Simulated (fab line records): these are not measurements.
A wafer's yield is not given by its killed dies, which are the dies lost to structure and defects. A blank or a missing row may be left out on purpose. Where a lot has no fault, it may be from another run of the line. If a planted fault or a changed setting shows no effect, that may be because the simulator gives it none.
fab line records | flow sky130
record lots=5 | wafers=15 | last-day=50
route steps=708 shown CONTACT@423 METAL1@434 PAD_OPEN@708
lots with no fault: from the same line, run without faults
start-h: start of the lot's first displayed wafer, in hours after the record's first day | wait-h: how many hours have passed since the lot's step before this one | " unchanged from the row above | L1.1+2: one row covering several wafers at once | - no value present, or no start provided | * or withheld: withheld | < > ~ a bound
route shown NAME@n: names a module that has steps shown in the file, with the first one's number in the route | usual: mean/standard deviation taken from wafers without a fault | same: alike in all rows | chamber/n: place in a boat | sites: readings site by site | _std_site: their standard deviation | _edge_site: inner sites' mean taken away from outer sites' mean | radius-mm: how far each site lies from the wafer's centre | mask NAME#n: copy n | behind: tool/chamber where the wafer was last shaped | hold: what put the lot on hold/how long, in hours/how the hold closed | device: names the non-switching transistor (n, p or np) | end of line: tests of these same wafers at the route's end | a step with no rows: only its recipe | killed: dies lost to structure and defects at the first sort, not the wafer's yield | map: dies across one wafer; x = killed, . = not, _ = none there
set.NAME: setting as actually run; set.NAME@STEP: the setting as run at that earlier step | model.NAME: the simulator's own value behind a step, which no gauge read
lots at selected steps of the route; one table per step, one row per wafer
services: when a tool's chamber went out of use (start-h, in hours from the record's first day, below 0 if earlier), for how many hours, and the reason
## steps
# step SKY_CONTACT_ETCH_17
# recipe target=SiO2 | chemistry=C4F8/O2/Ar | stop-on=Si3N4 | mask-material=KrF-thick | source-w=1500 | bias-w=1200 | pressure-mtorr=40 | c4f8-flow-sccm=withheld | O2_flow_sccm=6 | Ar_flow_sccm=300 | time-s=withheld | target-depth-a=3400
# step SKY_CONTACT_ETCH_18
# recipe target=Si3N4 | chemistry=CHF3/O2 | stop-on=TiN | source-w=600 | bias-w=200 | pressure-mtorr=40 | chf3-flow-sccm=50 | O2_flow_sccm=5 | time-s=39 | target-depth-a=750
# usual bias-w=200.0/0.61 | drypump-motor-current-A=5.8/0.4 | oes-product-au=0.855/0.0072 | throttle-valve-pct=8.794/0.0097
lot.wafer | tool        | chamber | start-h | wait-h | bias-w | drypump-motor-current-A | oes-product-au | rf-hours-counter-h | throttle-valve-pct
L459.2    | rie-diel-01 | 3       | -       | -      | 200.4  | 5.0                     | 0.859          | 14                 | 8.784
L459.4    | "           | 2       | "       | "      | 200.2  | 5.3                     | 0.864          | 5                  | 8.792
L459.6    | "           | 2       | "       | "      | 200.6  | 5.3                     | 0.855          | -                  | 8.795
L467.1    | rie-diel-01 | 2       | -       | -      | 199.9  | 5.3                     | 0.853          | 7                  | 8.809
L467.2    | "           | 3       | "       | "      | 200.0  | 5.0                     | 0.860          | 16                 | 8.803
L467.6    | "           | 3       | "       | "      | 200.3  | 5.0                     | 0.859          | -                  | 8.801
L474.2    | rie-diel-01 | 3       | -       | -      | 200.2  | 5.0                     | 0.856          | 19                 | 8.797
L474.3    | "           | 2       | "       | "      | 199.5  | 5.3                     | 0.849          | 9                  | 8.793
L474.5    | "           | 2       | "       | "      | 200.1  | 5.2                     | 0.860          | -                  | 8.777
L477.1    | rie-diel-02 | 2       | -       | -      | 200.0  | 5.7                     | 0.857          | 25                 | 8.775
L477.4    | "           | 0       | "       | "      | 200.8  | 6.0                     | 0.850          | 26                 | 8.789
L477.5    | "           | 2       | "       | "      | 200.1  | 5.7                     | 0.859          | -                  | 8.786
L478.3    | rie-diel-01 | 1       | -       | -      | 199.8  | 5.9                     | 0.848          | 0                  | 8.795
L478.4    | "           | 0       | "       | "      | 201.0  | 6.4                     | 0.857          | 15                 | 8.781
L478.5    | "           | 1       | "       | "      | 200.2  | 5.9                     | 0.851          | -                  | 8.803
# step SKY_CONTACT_STRIP_19
# recipe chemistry=O2/N2 | power-w=1400 | pressure-mtorr=1500 | platen-temp-c=withheld | o2-flow-sccm=3000 | n2-flow-sccm=300 | overash-fraction=0.5
# step SKY_CONTACT_STRIP_20
# recipe chemistry=post-etch-residue-remover | time-s=1200 | temp-c=72.5
# step SKY_CONTACT_CLEAN_21
# recipe chemistry=IPA | time-s=180 | temp-c=25
# step SKY_CONTACT_CLEAN_22
# recipe chemistry=O3/DIW | dry=n2-spin
# step SKY_CONTACT_SPUTTER_23
# recipe material=TiN | target-thk-nm=20 | chamber-pressure-pa=5 | power-w=4000 | time-s=80
# usual throttle-valve-pct=29.6/1.1
lot.wafer | tool           | chamber | start-h | wait-h | throttle-valve-pct
L459.2    | pvd-sputter-02 | -       | 733.91  | 0.0    | 30.2
L459.4    | "              | -       | "       | "      | 31.0
L459.6    | "              | -       | "       | "      | 30.2
L467.1    | pvd-sputter-04 | -       | 808.19  | 0.0    | 30.2
L467.2    | "              | -       | "       | "      | 29.2
L467.6    | "              | -       | "       | "      | 30.7
L474.2    | pvd-sputter-02 | -       | 868.48  | 0.0    | 28.3
L474.3    | "              | -       | "       | "      | 30.3
L474.5    | "              | -       | "       | "      | 28.4
L477.1    | pvd-sputter-04 | -       | 898.20  | 0.0    | 29.0
L477.4    | "              | -       | "       | "      | 30.6
L477.5    | "              | -       | "       | "      | 31.1
L478.3    | pvd-sputter-02 | -       | 898.39  | 0.0    | 30.7
L478.4    | "              | -       | "       | "      | 28.7
L478.5    | "              | -       | "       | "      | 28.4
# step SKY_CONTACT_CVD_24
# recipe material=W | target-thk-nm=340 | time-s=102.12 | temp-c=400 | pressure-torr=40
# usual heater-power-w=861/91
lot.wafer | tool     | chamber | start-h | wait-h | heater-power-w
L459.2    | cvd-w-01 | 0       | 733.97  | 0.0    | 878
L459.4    | "        | 1       | "       | "      | 969
L459.6    | "        | 0       | "       | "      | 870
L467.1    | cvd-w-01 | 1       | 808.25  | 0.0    | 984
L467.2    | "        | 0       | "       | "      | 876
L467.6    | "        | 1       | "       | "      | 967
L474.2    | cvd-w-01 | 0       | 868.54  | 0.0    | 872
L474.3    | "        | 1       | "       | "      | 982
L474.5    | "        | 1       | "       | "      | 973
L477.1    | cvd-w-02 | 0       | 898.26  | 0.0    | 779
L477.4    | "        | 1       | "       | "      | 766
L477.5    | "        | 0       | "       | "      | 752
L478.3    | cvd-w-02 | 0       | 898.49  | 0.1    | 769
L478.4    | "        | 1       | "       | "      | 760
L478.5    | "        | 0       | "       | "      | 763
# step SKY_CONTACT_RS_MEAS_25
# recipe thk-meas-gauge=four-point-probe | reads=W_of_CONTACT_CVD_24+TiN_of_CONTACT_SPUTTER_23
# usual CONTACT_W_RS=0.340/0.0034
lot.wafer | tool          | chamber | start-h | wait-h | CONTACT_W_RS[ohm/sq]
L459.2    | film-metro-02 | -       | 734.10  | 0.1    | 0.343
L459.4    | "             | -       | "       | "      | 0.342
L459.6    | "             | -       | "       | "      | 0.351
L467.1    | film-metro-04 | -       | 808.36  | 0.1    | 0.339
L467.2    | "             | -       | "       | "      | 0.340
L467.6    | "             | -       | "       | "      | 0.336
L474.2    | film-metro-04 | -       | 868.67  | 0.1    | 0.341
L474.3    | "             | -       | "       | "      | 0.341
L474.5    | "             | -       | "       | "      | 0.342
L477.1    | film-metro-04 | -       | 898.37  | 0.1    | 0.336
L477.4    | "             | -       | "       | "      | 0.339
L477.5    | "             | -       | "       | "      | 0.337
L478.3    | film-metro-02 | -       | 898.60  | 0.1    | 0.340
L478.4    | "             | -       | "       | "      | 0.336
L478.5    | "             | -       | "       | "      | 0.341
# step SKY_CONTACT_THK_MEAS_26
# recipe thk-meas-gauge=xrf | reads=W_of_CONTACT_CVD_24
# usual CONTACT_W_THK=332/3.6
lot.wafer | tool          | chamber | start-h | wait-h | CONTACT_W_THK[nm]
L459.2    | film-metro-02 | -       | 734.21  | 0.1    | 327
L459.4    | "             | -       | "       | "      | 329
L459.6    | "             | -       | "       | "      | 321
L467.1    | film-metro-04 | -       | 808.48  | 0.1    | 331
L467.2    | "             | -       | "       | "      | 332
L467.6    | "             | -       | "       | "      | 334
L474.2    | film-metro-04 | -       | 868.78  | 0.1    | 332
L474.3    | "             | -       | "       | "      | 333
L474.5    | "             | -       | "       | "      | 330
L477.1    | film-metro-04 | -       | 898.49  | 0.1    | 335
L477.4    | "             | -       | "       | "      | 332
L477.5    | "             | -       | "       | "      | 335
L478.3    | film-metro-02 | -       | 898.70  | 0.1    | 326
L478.4    | "             | -       | "       | "      | 331
L478.5    | "             | -       | "       | "      | 330
# step SKY_CONTACT_CMP_27
# recipe stop-on=SiO2 | t-overpolish-s=15 | down-force-psi=3.5 | platen-rpm=60 | target-thk-nm=0 | pad-velocity-m-s=0.94248
# usual motor-current-A=10.6/0.85 | overpolish-run-s=15.000/0.0093 | time-to-endpoint-s=80.0/2.5
lot.wafer | tool   | chamber | start-h | wait-h | motor-current-A | overpolish-run-s | time-to-endpoint-s
L459.4    | cmp-01 | 2       | 734.26  | 0.0    | 10.5            | 14.987           | 80.3
L459.2    | "      | 1       | "       | "      | 11.3            | 14.997           | 77.0
L459.6    | "      | 2       | "       | "      | 10.4            | 15.008           | 75.7
L467.1    | cmp-02 | 3       | 808.54  | 0.1    | 9.6             | 15.008           | 80.0
L467.2    | "      | 2       | "       | "      | 12.1            | 14.998           | 77.3
L467.6    | "      | 3       | "       | "      | 9.3             | 14.993           | 80.3
L474.2    | cmp-02 | 2       | 868.83  | 0.0    | 11.5            | 14.987           | 84.1
L474.3    | "      | 3       | "       | "      | 9.4             | 15.008           | 78.8
L474.5    | "      | 2       | "       | "      | 12.3            | 14.982           | 79.1
L477.4    | cmp-01 | 2       | 898.55  | 0.0    | 10.3            | 15.002           | 84.3
L477.1    | "      | 0       | "       | "      | 10.5            | 14.997           | 85.5
L477.5    | "      | 3       | "       | "      | 11.2            | 15.016           | 80.7
L478.3    | cmp-02 | 2       | 899.23  | 0.5    | 12.7            | 15.005           | 83.8
L478.4    | "      | 3       | "       | "      | 9.5             | 15.003           | 86.3
L478.5    | "      | 0       | "       | "      | 10.3            | 15.014           | 78.6
# step SKY_METAL1_SPUTTER_00
# recipe material=Ti | target-thk-nm=15 | power-w=3000 | time-s=10 | chamber-pressure-pa=0.4
# step SKY_METAL1_SPUTTER_01
# recipe material=TiN | target-thk-nm=20 | power-w=6500 | time-s=16.7 | chamber-pressure-pa=0.4
# usual throttle-valve-pct=29.8/0.98
lot.wafer | tool           | chamber | start-h | wait-h | throttle-valve-pct | model.TiN_of_METAL1_SPUTTER_01.thk-nm
L459.2    | pvd-sputter-03 | -       | 734.59  | 0.0    | 31.0               | 19.86
L459.4    | "              | -       | "       | "      | 31.0               | 19.76
L459.6    | "              | -       | "       | "      | 30.4               | 19.86
L467.1    | pvd-sputter-02 | -       | 808.86  | 0.0    | 30.6               | 20.02
L467.2    | "              | -       | "       | "      | 30.1               | 13.8
L467.6    | "              | -       | "       | "      | 28.2               | 20.11
L474.2    | pvd-sputter-02 | -       | 869.15  | 0.0    | 28.0               | 19.94
L474.3    | "              | -       | "       | "      | 30.9               | 20.14
L474.5    | "              | -       | "       | "      | 28.1               | 19.93
L477.1    | pvd-sputter-03 | -       | 898.87  | 0.0    | 29.8               | 19.73
L477.4    | "              | -       | "       | "      | 29.9               | 20
L477.5    | "              | -       | "       | "      | 30.2               | 19.85
L478.3    | pvd-sputter-04 | -       | 899.46  | 0.0    | 30.0               | 20.37
L478.4    | "              | -       | "       | "      | 28.9               | 20.59
L478.5    | "              | -       | "       | "      | 29.8               | 20.41
# step SKY_METAL1_SPUTTER_02
# recipe material=AlCu | target-thk-nm=250 | power-w=10600 | time-s=13.86 | chamber-pressure-pa=0.4
# usual throttle-valve-pct=29.8/0.99
lot.wafer | tool           | chamber | start-h | wait-h | throttle-valve-pct
L459.2    | pvd-sputter-03 | -       | 734.61  | 0.0    | 30.9
L459.4    | "              | -       | "       | "      | 31.0
L459.6    | "              | -       | "       | "      | 30.3
L467.1    | pvd-sputter-02 | -       | 808.89  | 0.0    | 30.7
L467.2    | "              | -       | "       | "      | 30.2
L467.6    | "              | -       | "       | "      | 28.4
L474.2    | pvd-sputter-02 | -       | 869.18  | 0.0    | 28.1
L474.3    | "              | -       | "       | "      | 30.7
L474.5    | "              | -       | "       | "      | 28.2
L477.1    | pvd-sputter-03 | -       | 898.90  | 0.0    | 30.0
L477.4    | "              | -       | "       | "      | 30.4
L477.5    | "              | -       | "       | "      | 30.4
L478.3    | pvd-sputter-04 | -       | 899.48  | 0.0    | 30.0
L478.4    | "              | -       | "       | "      | 28.9
L478.5    | "              | -       | "       | "      | 30.2
# step SKY_PAD_OPEN_PROBE_99
# usual defect-limited-yield=83.0/1.9 | killed_at_M0_to_M3=43/6.9 | killed_at_M4_up=3.1/1.9 | killed-at-contacts=24/5.4 | killed-at-front-end=14/4.3 | killed-at-other=0.3/0.53 | killed-dies=84/9.5 | killed-open=46/6.8 | killed-short=38/6 | sort_bin_3_pad_short=0.9/0.46 | sort_bin_5_function=10.0/1.4 | sort_bin_6_memory=6.1/1.1 | sort-n-pass=408/9.5 | sort-yield-pct=83.0/1.9
# same gross-dies=492 | killed-at-back-side=0 | sort_bin_4_leakage[%]=0 | sort_bin_8_speed[%]=0
lot.wafer | tool      | chamber | start-h | wait-h | defect-limited-yield[%] | killed_at_M0_to_M3 | killed_at_M4_up | killed-at-contacts | killed-at-front-end | killed-at-other | killed-dies | killed-open | killed-short | sort_bin_3_pad_short[%] | sort_bin_5_function[%] | sort_bin_6_memory[%] | sort-n-pass | sort-yield-pct[%]
L459.2    | prober-02 | -       | 1076.01 | 0.1    | 83.1                    | 43                 | 2               | 20                 | 18                  | 0               | 83          | 47          | 36           | 1.0                     | 12.0                   | 3.9                  | 409         | 83.1
L459.4    | prober-02 | -       | 1076.11 | 0.2    | 81.3                    | 56                 | 4               | 20                 | 12                  | 0               | 92          | 47          | 45           | 1.0                     | 11.0                   | 6.7                  | 400         | 81.3
L459.6    | prober-02 | -       | 1076.21 | 0.2    | 80.3                    | 50                 | 3               | 24                 | 20                  | 0               | 97          | 45          | 52           | 1.4                     | 13.0                   | 5.3                  | 395         | 80.3
L467.1    | prober-02 | -       | 1124.90 | 0.1    | 82.5                    | 37                 | 9               | 27                 | 13                  | 0               | 86          | 46          | 40           | 1.0                     | 10.2                   | 6.3                  | 406         | 82.5
L467.2    | prober-02 | -       | 1124.95 | 0.1    | 82.7                    | 52                 | 4               | 21                 | 8                   | 0               | 85          | 52          | 32           | 1.0                     | 10.0                   | 6.3                  | 407         | 82.7
L467.6    | prober-02 | -       | 1125.15 | 0.2    | 81.1                    | 50                 | 1               | 32                 | 10                  | 0               | 93          | 51          | 41           | 0.4                     | 11.0                   | 7.5                  | 399         | 81.1
L474.2    | prober-02 | -       | 1172.51 | 0.1    | 86.4                    | 41                 | 3               | 13                 | 10                  | 0               | 67          | 31          | 36           | 0.4                     | 9.1                    | 4.1                  | 425         | 86.4
L474.3    | prober-02 | -       | 1172.56 | 0.2    | 86.2                    | 32                 | 2               | 26                 | 7                   | 1               | 68          | 43          | 25           | 0.2                     | 8.9                    | 4.7                  | 424         | 86.2
L474.5    | prober-02 | -       | 1172.66 | 0.2    | 78.9                    | 43                 | 4               | 32                 | 25                  | 0               | 104         | 53          | 50           | 1.0                     | 13.0                   | 7.1                  | 388         | 78.9
L477.1    | prober-02 | -       | 1193.74 | 0.1    | 85.2                    | 44                 | 2               | 19                 | 8                   | 0               | 73          | 40          | 32           | 0.4                     | 9.6                    | 4.9                  | 419         | 85.2
L477.4    | prober-02 | -       | 1193.89 | 0.2    | 85.4                    | 37                 | 5               | 19                 | 11                  | 0               | 72          | 39          | 32           | 0.4                     | 9.6                    | 4.7                  | 420         | 85.4
L477.5    | prober-02 | -       | 1193.94 | 0.2    | 84.1                    | 40                 | 2               | 16                 | 20                  | 0               | 78          | 39          | 38           | 1.8                     | 8.5                    | 5.5                  | 414         | 84.1
L478.3    | prober-01 | -       | 1194.96 | 0.2    | 86.6                    | 35                 | 1               | 16                 | 14                  | 0               | 66          | 38          | 28           | 1.0                     | 7.1                    | 5.3                  | 426         | 86.6
L478.4    | prober-01 | -       | 1195.01 | 0.2    | 83.3                    | 44                 | 3               | 18                 | 16                  | 1               | 82          | 38          | 44           | 1.4                     | 10.0                   | 5.3                  | 410         | 83.3
L478.5    | prober-01 | -       | 1195.06 | 0.2    | 81.3                    | 47                 | 3               | 32                 | 9                   | 1               | 92          | 49          | 43           | 0.8                     | 10.8                   | 7.1                  | 400         | 81.3
# killed by level:class
L459.2 CONTACT:geometric-particle:open=9 VIA1:geometric-particle:open=9 CONTACT:geometric-particle:short=6 METAL1:geometric-particle:short=6 VIA2:geometric-particle:open=6 VIA1:geometric-particle:short=4 FIELD_ISO:geometric-particle:open=4 POLY_GATE:geometric-particle:open=4
L459.4 VIA1:geometric-particle:open=12 VIA2:geometric-particle:open=8 VIA2:geometric-particle:short=8 METAL1:geometric-particle:short=7 CONTACT:geometric-particle:open=6 VIA1:geometric-particle:short=6 LI_CONTACT:geometric-particle:open=4 VIA3:geometric-particle:open=4
L459.6 VIA1:geometric-particle:open=14 POLY_GATE:geometric-particle:short=10 CONTACT:geometric-particle:open=9 METAL1:geometric-particle:short=9 LI_CONTACT:geometric-particle:open=7 METAL2:geometric-particle:short=7 LI_CONTACT:geometric-particle:short=5 METAL3:geometric-particle:short=5
L467.1 LI_CONTACT:geometric-particle:open=9 VIA1:geometric-particle:open=9 CONTACT:geometric-particle:open=8 METAL1:geometric-particle:short=5 METAL2:geometric-particle:short=5 VIA3:geometric-particle:open=5 METAL4:geometric-particle:short=5 LI_CONTACT:geometric-particle:short=4
L467.2 VIA1:geometric-particle:open=14 CONTACT:geometric-particle:open=11 VIA3:geometric-particle:open=8 VIA1:geometric-particle:short=6 METAL2:geometric-particle:short=6 LI_CONTACT:geometric-particle:open=5 METAL3:geometric-particle:short=5 METAL1:geometric-particle:short=4
L467.6 CONTACT:geometric-particle:open=16 METAL2:geometric-particle:short=11 VIA1:geometric-particle:open=8 LI_CONTACT:geometric-particle:open=6 VIA2:geometric-particle:open=6 LOCAL_INTERCONNECT:geometric-particle:short=5 VIA3:geometric-particle:open=5 METAL1:geometric-particle:short=4
L474.2 VIA1:geometric-particle:short=10 VIA3:geometric-particle:open=7 VIA1:geometric-particle:open=7 METAL2:geometric-particle:short=5 LI_CONTACT:geometric-particle:short=5 FIELD_ISO:geometric-particle:short=4 METAL1:geometric-particle:short=4 CONTACT:geometric-particle:open=4
L474.3 VIA1:geometric-particle:open=11 LI_CONTACT:geometric-particle:open=8 CONTACT:geometric-particle:open=8 VIA2:geometric-particle:open=6 LOCAL_INTERCONNECT:geometric-particle:short=4 METAL1:geometric-particle:short=4 VIA3:geometric-particle:open=3 FIELD_ISO:geometric-particle:open=2
L474.5 VIA1:geometric-particle:open=15 FIELD_ISO:geometric-particle:short=11 CONTACT:geometric-particle:open=11 CONTACT:geometric-particle:short=8 FIELD_ISO:geometric-particle:open=7 VIA1:geometric-particle:short=7 LI_CONTACT:geometric-particle:open=6 VIA2:geometric-particle:open=5
L477.1 VIA1:geometric-particle:open=9 CONTACT:geometric-particle:open=7 VIA2:geometric-particle:open=6 METAL3:geometric-particle:short=5 LI_CONTACT:geometric-particle:open=5 METAL1:geometric-particle:short=4 VIA2:geometric-particle:short=4 CONTACT:geometric-particle:short=3
L477.4 CONTACT:geometric-particle:open=6 VIA1:geometric-particle:open=6 VIA3:geometric-particle:open=6 METAL2:geometric-particle:short=5 LI_CONTACT:geometric-particle:open=5 POLY_GATE:geometric-particle:open=4 METAL1:geometric-particle:short=4 VIA1:geometric-particle:short=4
L477.5 VIA1:geometric-particle:open=8 CONTACT:geometric-particle:open=6 METAL1:geometric-particle:short=6 VIA3:geometric-particle:short=6 FIELD_ISO:geometric-particle:open=5 FIELD_ISO:geometric-particle:short=4 LI_CONTACT:geometric-particle:open=4 VIA2:geometric-particle:short=4
L478.3 VIA3:geometric-particle:open=8 CONTACT:geometric-particle:open=7 VIA1:geometric-particle:open=7 POLY_GATE:geometric-particle:open=6 METAL2:geometric-particle:short=6 METAL3:geometric-particle:short=4 FIELD_ISO:geometric-particle:short=3 VIA1:geometric-particle:short=3
L478.4 VIA1:geometric-particle:open=8 CONTACT:geometric-particle:open=7 VIA3:geometric-particle:open=7 CONTACT:geometric-particle:short=6 VIA2:geometric-particle:open=6 FIELD_ISO:geometric-particle:short=5 VIA1:geometric-particle:short=5 METAL2:geometric-particle:short=5
L478.5 VIA1:geometric-particle:open=13 CONTACT:geometric-particle:short=9 CONTACT:geometric-particle:open=8 LI_CONTACT:geometric-particle:open=8 VIA1:geometric-particle:short=6 METAL2:geometric-particle:short=6 VIA2:geometric-particle:open=6 LI_CONTACT:geometric-particle:short=5
## services
tool           | chamber | start-h | hours | kind
cmp-02         | -       | 716.57  | 3.1   | repair
pvd-sputter-03 | 1       | 724.07  | -     | consumable-replace:kit
pvd-sputter-03 | 1       | 724.07  | 18.0  | scheduled-down
pvd-sputter-03 | 1       | 724.07  | 18.0  | vent-cycle
cmp-01         | -       | 725.97  | 4.4   | pm
cmp-02         | -       | 744.00  | 4.0   | pm
cmp-02         | -       | 746.97  | 0.7   | repair
rie-diel-01    | -       | 775.53  | 0.5   | repair
cvd-w-02       | 1       | 801.79  | 4.6   | repair
cvd-w-02       | 0       | 803.05  | 8.2   | repair
cmp-01         | -       | 804.41  | 1.6   | repair
rie-diel-02    | 1       | 810.51  | 3.6   | repair
cmp-02         | -       | 820.18  | 0.4   | repair
pvd-sputter-04 | -       | 827.77  | 0.7   | repair
pvd-sputter-04 | 3       | 832.59  | -     | consumable-replace:kit
pvd-sputter-02 | 0       | 846.71  | -     | consumable-replace:kit
pvd-sputter-02 | 0       | 846.71  | 18.0  | scheduled-down
pvd-sputter-02 | 0       | 846.71  | 18.0  | vent-cycle
pvd-sputter-02 | -       | 850.71  | 7.7   | repair
pvd-sputter-04 | -       | 851.90  | 3.4   | repair
cvd-w-01       | -       | 863.11  | 2.4   | repair
rie-diel-02    | 0       | 869.63  | 6.4   | repair
cmp-01         | -       | 887.65  | 1.0   | repair
cmp-02         | -       | 893.31  | 0.8   | repair
## key
first-sign none at tools or gauges
model-effect step=SKY_METAL1_SPUTTER_01 | value=TiN_of_METAL1_SPUTTER_01.thk-nm | without=20.07 | struck=13.8
met-at SKY_METAL1_SPUTTER_01
struck-wafers L467.2
fault kind=process-parameter-drift | tool=pvd-sputter-02 | chamber=- | onset-h=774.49 | steps=SKY_METAL1_SPUTTER_01 | channel=target-thk-nm | offset=-6.2709 | shape=step | end-h=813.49 | acts-in=these-recipes-only | stated=20 | scope=struck-wafers-only
